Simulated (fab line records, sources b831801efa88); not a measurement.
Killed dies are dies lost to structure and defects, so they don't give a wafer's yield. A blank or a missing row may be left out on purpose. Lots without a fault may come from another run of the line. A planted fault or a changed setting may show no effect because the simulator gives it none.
Chamber matching | flow gf180mcu | GF_V4_CMP_04 on cmp-02: 4 sister chambers
The step polishes SiO2. 8 wafers are shown with their chamber, then 12 later ones without.

WAFERS WITH THEIR CHAMBER
wafer  | chamber | motor_current_A (A) | time_to_endpoint_s (s)
L087.2 | 3       | 10.6                | 76
L088.5 | 2       | 11.6                | 82
L089.4 | 0       | 13.3                | 78
L089.5 | 1       | 13.9                | 92
L089.6 | 2       | 11.8                | 88
L091.1 | 0       | 13.2                | 65
L091.2 | 1       | 14.1                | 76
L091.6 | 3       | 10.8                | 79

WAFERS WITHOUT THEIR CHAMBER
wafer  | motor_current_A (A) | time_to_endpoint_s (s)
L092.3 | 11.9                | 87
L092.4 | 11.1                | 86
L092.6 | 13.3                | 73
L093.3 | 10.7                | 78
L093.4 | 13.7                | 70
L093.5 | 11.2                | 86
L096.2 | 14.9                | 73
L096.3 | 11.8                | 81
L096.5 | 13.7                | 74
L097.2 | 12.4                | 89
L097.3 | 10.8                | 78
L097.5 | 11.0                | 82

WHICH CHAMBER EACH WENT THROUGH
wafer  | from the rows above     | in truth
L092.3 | 2                       | 2
L092.4 | can't be placed: 3 or 2 | 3
L092.6 | 0                       | 0
L093.3 | 3                       | 3
L093.4 | can't be placed: 1 or 0 | 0
L093.5 | can't be placed: 2 or 3 | 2
L096.2 | 1                       | 1
L096.3 | 2                       | 2
L096.5 | can't be placed: 1 or 0 | 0
L097.2 | can't be placed: 2 or 0 | 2
L097.3 | 3                       | 3
L097.5 | 3                       | 3
Placed correctly: 7 of 12. Can't be placed from these rows: 5 (the true chamber is among the candidates in 5). Placed wrongly: 0.
How it was worked out, from the rows above alone: a wafer's distance from a chamber is the root of the sum, over the readings, of the square of ((its reading less the chamber's mean) divided by the reading's scatter). The wafer belongs to the nearest chamber; if the next one is less than 2 further off, it can't be placed. A chamber's mean is the mean of its shown wafers. The scatter: the root of (the sum of the squares of (reading less its chamber's mean) over the shown wafers, divided by (wafers less chambers)).
